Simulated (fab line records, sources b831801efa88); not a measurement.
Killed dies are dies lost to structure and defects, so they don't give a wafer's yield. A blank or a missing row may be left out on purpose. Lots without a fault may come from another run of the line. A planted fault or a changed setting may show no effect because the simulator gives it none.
Chamber matching | flow gf180mcu | GF_V2_CMP_26 on cmp-01: 4 sister chambers
The step polishes, stops on SiO2, t overpolish 15 s, target thk 0 nm. 30 wafers are shown with their chamber, then 12 later ones without.

WAFERS WITH THEIR CHAMBER
wafer  | chamber | motor_current_A (A) | time_to_endpoint_s (s) | platen_rpm (rpm)
L074.1 | 2       | 12.5                | 88                     | 60.05
L074.3 | 3       | 11.8                | 86                     | 60.04
L074.5 | 2       | 12.9                | 89                     | 60.02
L075.1 | 1       | 9.9                 | 85                     | 60.04
L075.2 | 0       | 10.7                | 85                     | 60.00
L075.3 | 2       | 12.3                | 89                     | 59.90
L078.1 | 2       | 12.5                | 87                     | 59.92
L078.2 | 0       | 10.7                | 90                     | 59.98
L078.5 | 3       | 11.8                | 85                     | 60.03
L080.1 | 0       | 10.8                | 91                     | 59.91
L080.3 | 3       | 12.4                | 89                     | 60.00
L080.5 | 3       | 12.2                | 85                     | 60.01
L082.1 | 2       | 11.8                | 91                     | 59.93
L082.4 | 3       | 12.0                | 87                     | 59.97
L082.5 | 0       | 10.6                | 91                     | 59.99
L083.1 | 2       | 12.3                | 93                     | 59.92
L083.2 | 0       | 11.1                | 94                     | 60.02
L083.5 | 3       | 11.9                | 93                     | 60.02
L084.2 | 1       | 9.5                 | 87                     | 60.04
L084.5 | 3       | 11.9                | 90                     | 60.03
L084.6 | 0       | 11.0                | 91                     | 59.99
L086.4 | 2       | 12.6                | 87                     | 60.02
L086.5 | 3       | 11.2                | 86                     | 59.92
L086.6 | 0       | 11.0                | 85                     | 59.98
L087.2 | 3       | 12.2                | 82                     | 59.98
L087.3 | 0       | 10.8                | 83                     | 59.96
L087.4 | 1       | 10.1                | 78                     | 60.00
L088.1 | 3       | 11.3                | 82                     | 60.02
L088.4 | 2       | 12.4                | 85                     | 60.05
L088.5 | 1       | 9.6                 | 83                     | 59.99

SIGNATURES (means of the wafers above)
reading            | chamber 0 | chamber 1 | chamber 2 | chamber 3 | scatter within a chamber
motor_current_A    | 10.838    | 9.775     | 12.412    | 11.870    | 0.306
time_to_endpoint_s | 88.75     | 83.25     | 88.62     | 86.50     | 3.4
platen_rpm         | 59.9787   | 60.0175   | 59.9763   | 60.0020   | 0.0441
Rule: a wafer's distance from a chamber is the root of the sum, over the readings, of the square of ((its reading less the chamber's mean) divided by the reading's scatter). The wafer belongs to the nearest chamber; if the next one is less than 2 further off, it can't be placed. The scatter: the root of (the sum of the squares of (reading less its chamber's mean) over the shown wafers, divided by (wafers less chambers)).

WAFERS WITHOUT THEIR CHAMBER
wafer  | motor_current_A (A) | time_to_endpoint_s (s) | platen_rpm (rpm)
L089.1 | 12.3                | 86                     | 60.01
L089.4 | 11.2                | 86                     | 60.01
L089.5 | 11.9                | 82                     | 59.96
L092.3 | 12.2                | 82                     | 59.98
L092.4 | 11.7                | 82                     | 60.02
L092.5 | 12.1                | 77                     | 60.02
L093.2 | 10.9                | 81                     | 60.01
L093.4 | 11.9                | 87                     | 59.99
L093.6 | 10.7                | 85                     | 60.03
L096.2 | 10.3                | 84                     | 60.03
L096.3 | 11.9                | 84                     | 60.04
L096.5 | 11.0                | 87                     | 59.99

WHICH CHAMBER EACH WENT THROUGH
wafer  | from the rows above          | in truth
L089.1 | can't be placed: 2 or 3      | 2
L089.4 | can't be placed: 0 or 3      | 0
L089.5 | can't be placed: 3 or 2      | 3
L092.3 | can't be placed: 3 or 2      | 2
L092.4 | can't be placed: 3 or 2      | 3
L092.5 | can't be placed: 3 or 2      | 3
L093.2 | can't be placed: 0 or 3 or 1 | 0
L093.4 | can't be placed: 3 or 2      | 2
L093.6 | can't be placed: 0 or 1      | 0
L096.2 | can't be placed: 1 or 0      | 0
L096.3 | can't be placed: 3 or 2      | 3
L096.5 | 0                            | 0
Placed correctly: 1 of 12. Can't be placed from these rows: 11 (the true chamber is among the candidates in 11). Placed wrongly: 0.
